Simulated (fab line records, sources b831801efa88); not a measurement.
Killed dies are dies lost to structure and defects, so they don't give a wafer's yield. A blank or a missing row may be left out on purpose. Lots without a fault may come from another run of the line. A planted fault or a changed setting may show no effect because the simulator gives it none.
Chamber matching | flow sky130 | SKY_VIA2_HDPCVD_00 on hdpcvd-01: 3 sister chambers
The step deposits SiO2, target thk 1180 nm, time 196.7 s. 14 wafers are shown with their chamber, then 7 later ones without.

WAFERS WITH THEIR CHAMBER
wafer  | chamber | run_length_s (s)
L577.3 | 2       | 223.8
L577.4 | 0       | 224.2
L577.5 | 2       | 223.6
L579.1 | 0       | 224.0
L579.4 | 1       | 224.2
L579.5 | 2       | 223.7
L580.2 | 0       | 223.9
L580.3 | 1       | 224.2
L580.4 | 2       | 224.0
L582.1 | 0       | 224.5
L582.4 | 0       | 223.9
L582.5 | 1       | 224.2
L586.1 | 2       | 223.5
L586.4 | 2       | 223.6

SIGNATURES (means of the wafers above)
reading      | chamber 0 | chamber 1 | chamber 2 | scatter within a chamber
run_length_s | 224.100   | 224.200   | 223.700   | 0.195
Rule: a wafer's distance from a chamber is the root of the sum, over the readings, of the square of ((its reading less the chamber's mean) divided by the reading's scatter). The wafer belongs to the nearest chamber; if the next one is less than 2 further off, it can't be placed. The scatter: the root of (the sum of the squares of (reading less its chamber's mean) over the shown wafers, divided by (wafers less chambers)).

WAFERS WITHOUT THEIR CHAMBER
wafer  | run_length_s (s)
L586.6 | 224.8
L590.1 | 223.4
L590.4 | 223.9
L590.6 | 223.7
L599.1 | 223.8
L599.3 | 223.9
L599.4 | 223.5

WHICH CHAMBER EACH WENT THROUGH
wafer  | from the rows above          | in truth
L586.6 | can't be placed: 1 or 0      | 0
L590.1 | 2                            | 2
L590.4 | can't be placed: 0 or 2 or 1 | 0
L590.6 | 2                            | 2
L599.1 | can't be placed: 2 or 0 or 1 | 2
L599.3 | can't be placed: 0 or 2 or 1 | 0
L599.4 | 2                            | 2
Placed correctly: 3 of 7. Can't be placed from these rows: 4 (the true chamber is among the candidates in 4). Placed wrongly: 0.
